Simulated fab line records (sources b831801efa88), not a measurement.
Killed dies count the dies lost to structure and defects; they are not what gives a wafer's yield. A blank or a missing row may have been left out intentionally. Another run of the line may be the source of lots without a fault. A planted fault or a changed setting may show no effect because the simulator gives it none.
fab line records + flow sky130
record
- lots=6
- wafers=18
- last-day=50
route steps=708 shown NWELL@63
lots that met no fault: taken from a fault-free run of the same line
start-h: start of the lot's first displayed wafer, in hours after the record's first day + wait-h: how many hours have passed since the lot's step before this one + " same as the row above + L1.1+2: one row covering several wafers at once + - either no value or no given start + * or withheld: withheld + < > ~ a bound
route shown NAME@n: NAME is a module with steps in the file, n the number in the route of the first one + usual: average and standard deviation across the fault-free wafers + same: alike in all rows + chamber/n: place in a boat + sites: readings site by site + _std_site: how widely they spread, as a standard deviation + _edge_site: mean of outer sites minus mean of inner sites + radius-mm: for every site, how far away it sits from the centre of the wafer + mask NAME#n: copy n + behind: the most recent tool/chamber to have shaped the wafer + hold: cause of the lot's hold/its duration in hours/its outcome + device: the transistor (n, p or np) that didn't switch + end of line: the route-end tests of the same wafers + where a step has no rows: the recipe by itself + killed: not the wafer's yield, but the dies lost to structure and defects at the first sort + map: a wafer's dies, x killed, . not, _ none there
set.NAME: the run value of the setting; set.NAME@STEP: its run value at that earlier step + model.NAME: the simulator's own value behind a step, which no gauge read
lots at some steps of the route; a table a step, a row a wafer
services: when a tool's chamber went out of use (start-h, in hours from the record's first day, below 0 if earlier), for how many hours, and the reason
## steps
# step SKY_NWELL_OVL_MEAS_10
# usual
- NWELL_00_OVL=0.0/1.3
| lot.wafer | tool       | chamber | start-h | wait-h | NWELL_00_OVL[nm] |
|-----------|------------|---------|---------|--------|------------------|
| L644.1    | overlay-02 | -       | 98.79   | -      | -2.1             |
| L644.2    | "          | -       | "       | "      | -0.7             |
| L644.3    | "          | -       | "       | "      | -1.2             |
| L650.2    | overlay-01 | -       | 134.31  | -      | 2.0              |
| L650.3    | "          | -       | "       | "      | -0.3             |
| L650.6    | "          | -       | "       | "      | -0.2             |
| L652.1    | overlay-01 | -       | 146.59  | -      | 0.9              |
| L652.3    | "          | -       | "       | "      | 0.9              |
| L652.4    | "          | -       | "       | "      | 1.7              |
| L656.2    | overlay-02 | -       | 169.04  | -      | 1.7              |
| L656.4    | "          | -       | "       | "      | 0.1              |
| L656.6    | "          | -       | "       | "      | 1.1              |
| L659.2    | overlay-01 | -       | 183.49  | -      | 0.8              |
| L659.4    | "          | -       | "       | "      | 0.6              |
| L659.5    | "          | -       | "       | "      | 1.9              |
| L664.3    | overlay-01 | -       | 213.27  | -      | 0.4              |
| L664.4    | "          | -       | "       | "      | 0.1              |
| L664.6    | "          | -       | "       | "      | -0.2             |
# step SKY_NWELL_IMPLANT_11
# recipe
- species=P
- energy-kev=400
- dose-cm2=1.9e+13
- tilt-deg=withheld
# step SKY_NWELL_IMPLANT_12
# recipe
- species=P
- energy-kev=120
- dose-cm2=1.3e+12
- tilt-deg=withheld
# step SKY_NWELL_IMPLANT_13
# recipe
- species=P
- energy-kev=50
- dose-cm2=7e+11
- tilt-deg=withheld
# step SKY_NWELL_STRIP_14
# recipe
- chemistry=O2/N2
- power-w=1400
- pressure-mtorr=1500
- platen-temp-c=withheld
- o2-flow-sccm=3000
- n2-flow-sccm=300
- overash-fraction=0.5
# usual
- drypump-motor-current-A=5.8/0.37
- oes-product-au=0.723/0.0042
- strip-time-to-endpoint-s=36.90/0.1
| lot.wafer | tool            | chamber | start-h | wait-h | drypump-motor-current-A | oes-product-au | rf-hours-counter-h | strip-time-to-endpoint-s |
|-----------|-----------------|---------|---------|--------|-------------------------|----------------|--------------------|--------------------------|
| L644.1    | plasma-asher-01 | 1       | 99.27   | 0.1    | 6.3                     | 0.727          | 41                 | 37.03                    |
| L644.2    | "               | 0       | "       | "      | 5.5                     | 0.715          | 41                 | 37.03                    |
| L644.3    | "               | 0       | "       | "      | 5.6                     | 0.726          | -                  | 36.94                    |
| L650.2    | plasma-asher-01 | 0       | 134.79  | 0.1    | 5.5                     | 0.723          | 45                 | 37.08                    |
| L650.3    | "               | 1       | "       | "      | 6.3                     | 0.729          | -                  | 37.00                    |
| L650.6    | "               | 0       | "       | "      | 5.6                     | 0.721          | -                  | 36.82                    |
| L652.1    | plasma-asher-03 | 0       | 147.07  | 0.1    | 6.3                     | 0.717          | 36                 | 36.95                    |
| L652.3    | "               | 1       | "       | "      | 5.6                     | 0.715          | -                  | 36.98                    |
| L652.4    | "               | 0       | "       | "      | 6.3                     | 0.724          | -                  | 36.84                    |
| L656.2    | plasma-asher-04 | 1       | 169.52  | 0.1    | 5.3                     | 0.717          | 51                 | 37.02                    |
| L656.4    | "               | 0       | "       | "      | 5.9                     | 0.721          | -                  | 36.97                    |
| L656.6    | "               | 0       | "       | "      | 5.9                     | 0.730          | -                  | 37.10                    |
| L659.2    | plasma-asher-04 | 1       | 183.97  | 0.1    | 5.3                     | 0.726          | 52                 | 36.95                    |
| L659.4    | "               | 1       | "       | "      | 5.3                     | 0.724          | -                  | 37.02                    |
| L659.5    | "               | 1       | "       | "      | 5.3                     | 0.722          | -                  | 37.01                    |
| L664.3    | plasma-asher-03 | 1       | 213.78  | 0.1    | 5.6                     | 0.725          | -                  | 36.70                    |
| L664.4    | "               | 0       | "       | "      | 6.3                     | 0.723          | -                  | 36.82                    |
| L664.6    | "               | 1       | "       | "      | 5.6                     | 0.727          | -                  | 36.78                    |
# step SKY_NWELL_TW_MEAS_15
# usual
- NWELL_TW=1844/8.7
| lot.wafer | tool          | chamber | start-h | wait-h | NWELL_TW |
|-----------|---------------|---------|---------|--------|----------|
| L644.1    | film-metro-03 | -       | 99.37   | 0.1    | 1833     |
| L644.2    | "             | -       | "       | "      | 1833     |
| L644.3    | "             | -       | "       | "      | 1838     |
| L650.2    | film-metro-01 | -       | 134.90  | 0.1    | 1838     |
| L650.3    | "             | -       | "       | "      | 1840     |
| L650.6    | "             | -       | "       | "      | 1846     |
| L652.1    | film-metro-01 | -       | 147.17  | 0.1    | 1831     |
| L652.3    | "             | -       | "       | "      | 1837     |
| L652.4    | "             | -       | "       | "      | 1834     |
| L656.2    | film-metro-01 | -       | 169.63  | 0.1    | 1847     |
| L656.4    | "             | -       | "       | "      | 1844     |
| L656.6    | "             | -       | "       | "      | 1850     |
| L659.2    | film-metro-03 | -       | 184.08  | 0.1    | 1838     |
| L659.4    | "             | -       | "       | "      | 1838     |
| L659.5    | "             | -       | "       | "      | 1857     |
| L664.3    | film-metro-01 | -       | 213.86  | 0.1    | 1857     |
| L664.4    | "             | -       | "       | "      | 1855     |
| L664.6    | "             | -       | "       | "      | 1863     |
# step SKY_NWELL_DEHYDRATE_16
# recipe
- temp-c=200
- time-s=60
# step SKY_NWELL_HMDS_17
# recipe
- prime-time-s=60
- prime-temp-c=120
# step SKY_NWELL_COAT_18
# recipe
- spin-rpm=2000
- resist-thk-nm=3000
# step SKY_NWELL_SOFTBAKE_19
# recipe
- temp-c=110
- time-s=withheld
# step SKY_NWELL_EXPOSE_20
# recipe
- mask-id=NWM_COMPLEMENT
- na=0.6
- source-shape=conventional
- sigma-outer=0.6
- polarization=unpolarized
- target-cd-nm=840
- dose-mj=260
# step SKY_NWELL_PEB_21
# recipe
- temp-c=115
- time-s=withheld
# step SKY_NWELL_DEVELOP_22
# recipe
- wall-angle-deg=90
- developer=TMAH
- develop-time-s=60
- dev-temp-c=23
# usual
- chill-plate-temp-C=23.02/0.094
| lot.wafer | tool           | chamber | start-h | wait-h | chill-plate-temp-C |
|-----------|----------------|---------|---------|--------|--------------------|
| L644.1    | litho-track-04 | 0       | 116     | -      | 23.18              |
| L644.2    | "              | 0       | "       | "      | 23.10              |
| L644.3    | "              | 0       | "       | "      | 23.01              |
| L650.2    | litho-track-03 | 0       | 154     | -      | 23.01              |
| L650.3    | "              | 0       | "       | "      | 23.01              |
| L650.6    | "              | 0       | "       | "      | 23.16              |
| L652.1    | litho-track-04 | 0       | 166     | -      | 22.97              |
| L652.3    | "              | 0       | "       | "      | 22.92              |
| L652.4    | "              | 0       | "       | "      | 22.88              |
| L656.2    | litho-track-04 | 0       | 190     | -      | 23.04              |
| L656.4    | "              | 0       | "       | "      | 23.02              |
| L656.6    | "              | 0       | "       | "      | 23.04              |
| L659.2    | litho-track-02 | 0       | 203     | -      | 23.06              |
| L659.4    | "              | 0       | "       | "      | 22.91              |
| L659.5    | "              | 0       | "       | "      | 23.03              |
| L664.3    | litho-track-03 | 0       | 234     | -      | 22.90              |
| L664.4    | "              | 0       | "       | "      | 23.07              |
| L664.6    | "              | 0       | "       | "      | 22.89              |
# step SKY_NWELL_OVL_MEAS_23
# usual
- NWELL_01_OVL=0.1/1.3
| lot.wafer | tool       | chamber | start-h | wait-h | NWELL_01_OVL[nm] |
|-----------|------------|---------|---------|--------|------------------|
| L644.1    | overlay-01 | -       | 116.88  | -      | -1.8             |
| L644.2    | "          | -       | "       | "      | 0.4              |
| L644.3    | "          | -       | "       | "      | -0.5             |
| L650.2    | overlay-01 | -       | 154.44  | -      | -0.8             |
| L650.3    | "          | -       | "       | "      | 0.0              |
| L650.6    | "          | -       | "       | "      | 0.2              |
| L652.1    | overlay-01 | -       | 166.73  | -      | -                |
| L652.3    | "          | -       | "       | "      | -                |
| L652.4    | "          | -       | "       | "      | -                |
| L656.2    | overlay-02 | -       | 190.43  | -      | -                |
| L656.4    | "          | -       | "       | "      | -                |
| L656.6    | "          | -       | "       | "      | -                |
| L659.2    | overlay-02 | -       | 203.96  | -      | 2.6              |
| L659.4    | "          | -       | "       | "      | 1.5              |
| L659.5    | "          | -       | "       | "      | 1.5              |
| L664.3    | overlay-01 | -       | 234.95  | -      | -0.4             |
| L664.4    | "          | -       | "       | "      | -0.5             |
| L664.6    | "          | -       | "       | "      | -1.0             |
# step SKY_NWELL_IMPLANT_24
# recipe
- species=B
- energy-kev=140
- dose-cm2=9.377e+12
- tilt-deg=withheld
# step SKY_NWELL_STRIP_25
# recipe
- chemistry=O2/N2
- power-w=1400
- pressure-mtorr=1500
- platen-temp-c=withheld
- o2-flow-sccm=3000
- n2-flow-sccm=300
- overash-fraction=0.5
# usual
- drypump-motor-current-A=5.8/0.37
- oes-product-au=0.722/0.0047
- strip-time-to-endpoint-s=36.92/0.12
| lot.wafer | tool            | chamber | start-h | wait-h | drypump-motor-current-A | oes-product-au | rf-hours-counter-h | strip-time-to-endpoint-s |
|-----------|-----------------|---------|---------|--------|-------------------------|----------------|--------------------|--------------------------|
| L644.1    | plasma-asher-04 | 1       | 117.06  | 0.1    | 5.3                     | 0.724          | 45                 | 36.97                    |
| L644.2    | "               | 0       | "       | "      | 5.9                     | 0.718          | 45                 | 36.89                    |
| L644.3    | "               | 1       | "       | "      | 5.3                     | 0.721          | -                  | 36.99                    |
| L650.2    | plasma-asher-03 | 1       | 154.62  | 0.1    | 5.6                     | 0.723          | 37                 | 37.07                    |
| L650.3    | "               | 1       | "       | "      | 5.6                     | 0.711          | -                  | 36.99                    |
| L650.6    | "               | 1       | "       | "      | 5.6                     | 0.721          | -                  | 37.05                    |
| L652.1    | plasma-asher-01 | 1       | 166.91  | 0.1    | 6.3                     | 0.739          | 48                 | 37.24                    |
| L652.3    | "               | 0       | "       | "      | 5.5                     | 0.726          | -                  | 37.25                    |
| L652.4    | "               | 1       | "       | "      | 6.3                     | 0.721          | -                  | 37.16                    |
| L656.2    | plasma-asher-04 | 1       | 190.61  | 0.1    | 5.3                     | 0.729          | 53                 | 37.06                    |
| L656.4    | "               | 1       | "       | "      | 5.3                     | 0.725          | -                  | 37.02                    |
| L656.6    | "               | 1       | "       | "      | 5.3                     | 0.726          | -                  | 36.96                    |
| L659.2    | plasma-asher-04 | 0       | 204.14  | 0.1    | 5.9                     | 0.707          | 54                 | 36.92                    |
| L659.4    | "               | 0       | "       | "      | 5.9                     | 0.715          | -                  | 37.03                    |
| L659.5    | "               | 1       | "       | "      | 5.3                     | 0.720          | -                  | 36.87                    |
| L664.3    | plasma-asher-04 | 0       | 235.16  | 0.1    | 5.9                     | 0.727          | -                  | 36.88                    |
| L664.4    | "               | 1       | "       | "      | 5.3                     | 0.726          | -                  | 37.01                    |
| L664.6    | "               | 1       | "       | "      | 5.4                     | 0.719          | -                  | 36.94                    |
# step SKY_NWELL_TW_MEAS_26
# usual
- NWELL_2_TW=507.0/2.5
| lot.wafer | tool          | chamber | start-h | wait-h | NWELL_2_TW |
|-----------|---------------|---------|---------|--------|------------|
| L644.1    | film-metro-03 | -       | 117.16  | 0.1    | 504.9      |
| L644.2    | "             | -       | "       | "      | 503.3      |
| L644.3    | "             | -       | "       | "      | 503.4      |
| L650.2    | film-metro-03 | -       | 154.73  | 0.1    | 510.9      |
| L650.3    | "             | -       | "       | "      | 507.7      |
| L650.6    | "             | -       | "       | "      | 509.1      |
| L652.1    | film-metro-03 | -       | 167.01  | 0.1    | 30.6       |
| L652.3    | "             | -       | "       | "      | 30.4       |
| L652.4    | "             | -       | "       | "      | 30.5       |
| L656.2    | film-metro-01 | -       | 190.72  | 0.1    | 30.4       |
| L656.4    | "             | -       | "       | "      | 30.5       |
| L656.6    | "             | -       | "       | "      | 30.6       |
| L659.2    | film-metro-03 | -       | 204.25  | 0.1    | 502.9      |
| L659.4    | "             | -       | "       | "      | 504.7      |
| L659.5    | "             | -       | "       | "      | 503.7      |
| L664.3    | film-metro-03 | -       | 235.24  | 0.1    | 508.1      |
| L664.4    | "             | -       | "       | "      | 505.3      |
| L664.6    | "             | -       | "       | "      | 508.9      |
# step SKY_NWELL_CLEAN_27
# recipe
- chemistry=SC1/SC2
- mix=1:4:20
- temp-c=70
- time-s=150
- dry=n2-spin
## services
| tool            | chamber | start-h | hours | kind                      |
|-----------------|---------|---------|-------|---------------------------|
| plasma-asher-01 | -       | 154.29  | 2.0   | repair                    |
| plasma-asher-04 | -       | 211.52  | 7.7   | repair                    |
| litho-track-02  | -       | 223.55  | -     | consumable-replace:filter |
## key
first-sign
- step=SKY_NWELL_OVL_MEAS_23
- reading=NWELL_01_OVL
- direction=missing
effect
- step=SKY_NWELL_TW_MEAS_26
- reading=NWELL_2_TW
- direction=down
- sigmas=99+
- usual=507.0
- struck=30.5
met-at SKY_NWELL_DEVELOP_22
struck-wafers L652.1,L652.3,L652.4,L656.2,L656.4,L656.6
sort-left-out L652.1,L652.3,L652.4,L656.2,L656.4,L656.6
tester-left-out L652,L656
onset-between 116 166
fault
- kind=process-parameter-drift
- tool=litho-track-04
- chamber=-
- onset-h=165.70
- steps=SKY_NWELL_DEVELOP_22
- channel=develop-time-s
- offset=*
- shape=step
- end-h=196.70
- acts-in=*
- stated=*
# tester-left-out: of these lots the tester's yield and bins aren't shown, on N5 and GAA mostly nor the transistor test; their killed dies are dies lost to structure and defects alone, not to doping, threshold or leakage, so they don't give the yield
# sort-left-out: the simulated sort isn't trusted on such a fault, so these wafers' sort isn't shown, and their yield isn't known
